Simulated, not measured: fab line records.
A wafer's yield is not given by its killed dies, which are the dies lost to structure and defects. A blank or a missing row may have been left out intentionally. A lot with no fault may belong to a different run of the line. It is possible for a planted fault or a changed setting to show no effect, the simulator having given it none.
The tool behind it: which one?	flow gf180mcu	Sampling: 13 lots, 39 wafers, 7 of 602 route steps

## WHAT THE GAUGES READ, wafer by wafer
GF_NWELL_OVL_MEAS_07. Usual: NWELL_OVL typically reads -1.1 nm, with standard deviation 1.
lot	measured	on	NWELL_OVL (nm)	flag
L611	day 3 14:21	overlay-02	-0.5 -0.9 -0.7	
L612	day 3 18:47	overlay-02	1.1 -0.8 0.2	
L613	day 3 22:45	overlay-02	-1.2 -2.4 -1.5	
L614	day 4 04:05	overlay-02	-2.1 -0.4 -0.1	
L616	day 4 16:14	overlay-02	-2.9 -1.9 -1.2	
L618	day 5 02:53	overlay-01	-1.5 -2.1 -1.7	
L619	day 5 09:05	overlay-02	-0.1 -0.8 -0.7	
L621	day 5 20:01	overlay-01	-1.7 -2.2 -2.4	
L624	day 6 12:30	overlay-01	-2.2 -2.0 -2.0	
L625	day 6 16:44	overlay-02	- - -	OFF
L629	day 7 14:57	overlay-01	-0.9 -0.6 0.2	
L631	day 8 01:53	overlay-01	-1.6 -2.1 -1.1	
L633	day 8 16:33	overlay-01	-1.8 -2.4 -0.5	

GF_NWELL_TW_MEAS_11. Usual: NWELL_TW typically reads 1568, with standard deviation 23.
lot	measured	on	NWELL_TW	flag
L611	day 3 14:47	filmMetro-01	1583 1586 1590	
L612	day 3 19:14	filmMetro-01	1584 1588 1598	
L613	day 3 23:11	filmMetro-03	1549 1544 1552	
L614	day 4 04:32	filmMetro-01	1601 1599 1597	
L616	day 4 16:41	filmMetro-01	1597 1594 1608	
L618	day 5 03:20	filmMetro-01	1590 1594 1583	
L619	day 5 09:31	filmMetro-03	1565 1563 1542	
L621	day 5 20:28	filmMetro-02	1544 1537 1529	
L624	day 6 12:56	filmMetro-01	1589 1584 1592	
L625	day 6 17:10	filmMetro-02	29 29 29	OFF
L629	day 7 15:24	filmMetro-02	1537 1530 1535	
L631	day 8 02:19	filmMetro-03	1550 1549 1544	
L633	day 8 16:59	filmMetro-01	1577 1590 1585	

GF_LVPWELL_TW_MEAS_11. Usual: LVPWELL_TW typically reads 558, with standard deviation 8.2.
lot	measured	on	LVPWELL_TW	flag
L611	day 4 04:29	filmMetro-01	566 567 567	
L612	day 4 09:35	filmMetro-01	570 565 566	
L613	day 4 12:35	filmMetro-01	566 566 565	
L614	day 4 17:22	filmMetro-01	568 569 571	
L616	day 5 06:50	filmMetro-03	552 551 551	
L618	day 5 17:56	filmMetro-03	551 552 551	
L619	day 6 00:49	filmMetro-01	567 565 565	
L621	day 6 11:34	filmMetro-01	564 562 562	
L624	day 7 04:26	filmMetro-02	547 548 546	
L625	day 7 09:14	filmMetro-03	1558 1543 1558	OFF
L629	day 8 08:06	filmMetro-02	546 550 547	
L631	day 8 19:28	filmMetro-03	546 551 552	
L633	day 9 09:46	filmMetro-03	550 554 548	

GF_VT_IMPLANT_RS_MEAS_48: measures by four-point-probe. Usual: LVPWELL_RS typically reads 1196 ohm/sq, with standard deviation 3.1.
lot	measured	on	LVPWELL_RS (ohm/sq)	flag
L611	day 7 22:23	filmMetro-02	1200 1201 1195	
L612	day 8 04:17	filmMetro-03	1200 1202 1200	
L613	day 8 09:35	filmMetro-01	1198 1199 1199	
L614	day 8 14:26	filmMetro-01	1194 1195 1193	
L616	day 9 05:17	filmMetro-02	1197 1196 1199	
L618	day 9 19:32	filmMetro-02	1198 1197 1199	
L619	day 10 04:17	filmMetro-01	1196 1196 1196	
L621	day 10 16:26	filmMetro-02	1198 1198 1199	
L624	day 11 11:29	filmMetro-03	1194 1191 1197	
L625	day 11 19:50	filmMetro-01	1202 1198 1200	
L629	day 12 20:01	filmMetro-03	1197 1194 1197	
L631	day 13 12:26	filmMetro-02	1193 1195 1195	
L633	day 14 05:14	filmMetro-01	1196 1192 1193	

GF_HV_LDD_TW_MEAS_11. Usual: HV_LDD_TW typically reads 2393, with standard deviation 34.
lot	measured	on	HV_LDD_TW	flag
L611	day 10 08:51	filmMetro-03	2371 2384 2370	
L612	day 10 15:03	filmMetro-03	2376 2379 2382	
L613	day 10 21:49	filmMetro-02	2359 2354 2350	
L614	day 11 02:45	filmMetro-03	2391 2365 2375	
L616	day 11 18:24	filmMetro-02	2351 2354 2353	
L618	day 12 11:42	filmMetro-01	2433 2435 2436	
L619	day 12 21:00	filmMetro-03	2357 2371 2360	
L621	day 13 10:53	filmMetro-03	2371 2369 2392	
L624	day 14 04:46	filmMetro-02	2362 2352 2367	
L625	day 14 16:45	filmMetro-01	2422 2432 2415	
L629	day 15 22:14	filmMetro-02	2361 2358 2371	
L631	day 16 13:51	filmMetro-01	2430 2437 2427	
L633	day 17 08:15	filmMetro-01	2426 2432 2441	

GF_HV_LDD_CD_MEAS_19 targets a cd of 400 nm. Usual: cdNm 399.7 nm, standard deviation 2.3.
lot	measured	on	cdNm (nm)	flag
L611	day 11 03:17	cdSem-01	400.0 399.8 400.3	
L612	day 11 09:00	cdSem-02	397.1 398.6 398.7	
L613	day 11 15:46	cdSem-01	401.3 399.8 399.8	
L614	day 11 21:39	cdSem-01	398.3 400.3 400.1	
L616	day 12 13:38	cdSem-01	404.1 401.2 402.8	
L618	day 13 06:53	cdSem-02	401.2 400.5 403.0	
L619	day 13 16:59	cdSem-02	397.8 397.4 397.4	
L621	day 14 07:30	cdSem-01	394.1 396.5 399.0	
L624	day 15 01:16	cdSem-02	395.4 400.8 397.6	
L625	day 15 14:02	cdSem-01	395.1 397.8 394.9	
L629	day 16 20:29	cdSem-01	402.8 401.9 403.6	
L631	day 17 12:44	cdSem-01	398.6 399.7 400.8	
L633	day 18 07:26	cdSem-01	399.5 400.2 401.6	

## EACH LOT AND THE TOOL THAT RAN IT (in order: tool; ch and the chambers of the sampled wafers; start)
lot	GF_NWELL_EXPOSE_04
L611	ilineStepper-02 ch 0, day 3 08:02
L612	ilineStepper-01 ch 0, day 3 12:31
L613	ilineStepper-02 ch 0, day 3 16:07
L614	ilineStepper-02 ch 0, day 3 21:05
L616	ilineStepper-01 ch 0, day 4 09:33
L618	ilineStepper-01 ch 0, day 4 20:14
L619	ilineStepper-02 ch 0, day 5 02:22
L621	ilineStepper-01 ch 0, day 5 13:39
L624	ilineStepper-02 ch 0, day 6 05:22
L625	ilineStepper-01 ch 0, day 6 08:55
L629	ilineStepper-02 ch 0, day 7 07:12
L631	ilineStepper-01 ch 0, day 7 17:56
L633	ilineStepper-02 ch 0, day 8 08:25
- GF_NWELL_EXPOSE_04: exposes mask Nwell, target cd 860 nm.

## WHAT THE TOOLS THEMSELVES READ (means of the sampled wafers that have a number; where no wafer has one, the mark that the record gives instead)
The record holds no such reading with a usual standard deviation.

## THE ANSWER, worked out from the rows above alone
Rule: a lot is off if the mean of its wafers that have a number lies more than 3 standard deviations from the usual mean. Also off: a lot with no number at a reading for which 4 or more lots have one. Any other lot the step has rows for is counted as sound. Order of review: gauges by route order, followed by the tools' own readings, for which a lot's mean as printed above is used. The first step at which some lot is off is used, and at that step the reading that is off furthest; a lot without a number counts as furthest.
Off: L625, at GF_NWELL_OVL_MEAS_07 (NWELL_OVL). Without a number there: L625.
If a tool, at a process step before that reading, ran all the lots that are off and no sound lot after the first of them, it fits. The gauges at GF_NWELL_OVL_MEAS_07 aren't tried: what is off there is off at GF_NWELL_TW_MEAS_11 too, on other tools, and a gauge's error can't cause that. None of those tried fits.

## WHAT WAS PUT IN BY THE SIMULATOR
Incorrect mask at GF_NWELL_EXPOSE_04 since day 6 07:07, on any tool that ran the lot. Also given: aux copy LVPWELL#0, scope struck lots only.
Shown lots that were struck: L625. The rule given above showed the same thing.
